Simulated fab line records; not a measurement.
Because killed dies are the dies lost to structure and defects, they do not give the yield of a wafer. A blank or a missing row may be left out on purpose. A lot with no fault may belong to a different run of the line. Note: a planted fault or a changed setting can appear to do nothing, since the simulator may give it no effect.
Which tool is to blame?	flow sky130	6 lots, 18 wafers sampled, at 1 step of a route of 708

WHAT EACH GAUGE READ, for each wafer
SKY_VIA4_OVL_MEAS_11.
lot	measured	on	VIA4_OVL (nm)
L354	day 43 18:40	overlay-02	-0.1 1.4 0.7
L359	day 45 08:21	overlay-02	1.3 -0.1 -1.1
L361	day 45 17:23	overlay-01	0.4 1.1 0.2
L367	day 47 04:19	overlay-01	-1.2 -2.2 -1.3
L371	day 48 08:37	overlay-01	0.8 0.6 1.7
L374	day 48 14:13	overlay-01	-0.6 -0.5 -1.3

WHICH TOOL RAN EACH LOT (tool, then ch and the chambers of the sampled wafers, then the start)
There is no process step in the record ahead of these readings.

THE ANSWER, worked out from the rows above alone
Rule: what is usual is taken from the lots themselves. The widest of any qualifying gaps counts: lots, ordered by their means at a reading, are off when they make up no more than a third of the lots, leave a main group of 4 or more, and stand apart from it by 3 or more times the standard deviation of that group's means. A main group is skipped when, at the precision printed for the reading in the tables above, its means are all equal. Also off: a lot with no number at a reading for which 4 or more lots have one. All remaining lots with rows at the step are treated as sound.
No lot is off at any reading shown: from this, nothing can be told.

WHAT THE SIMULATOR HAD PUT IN
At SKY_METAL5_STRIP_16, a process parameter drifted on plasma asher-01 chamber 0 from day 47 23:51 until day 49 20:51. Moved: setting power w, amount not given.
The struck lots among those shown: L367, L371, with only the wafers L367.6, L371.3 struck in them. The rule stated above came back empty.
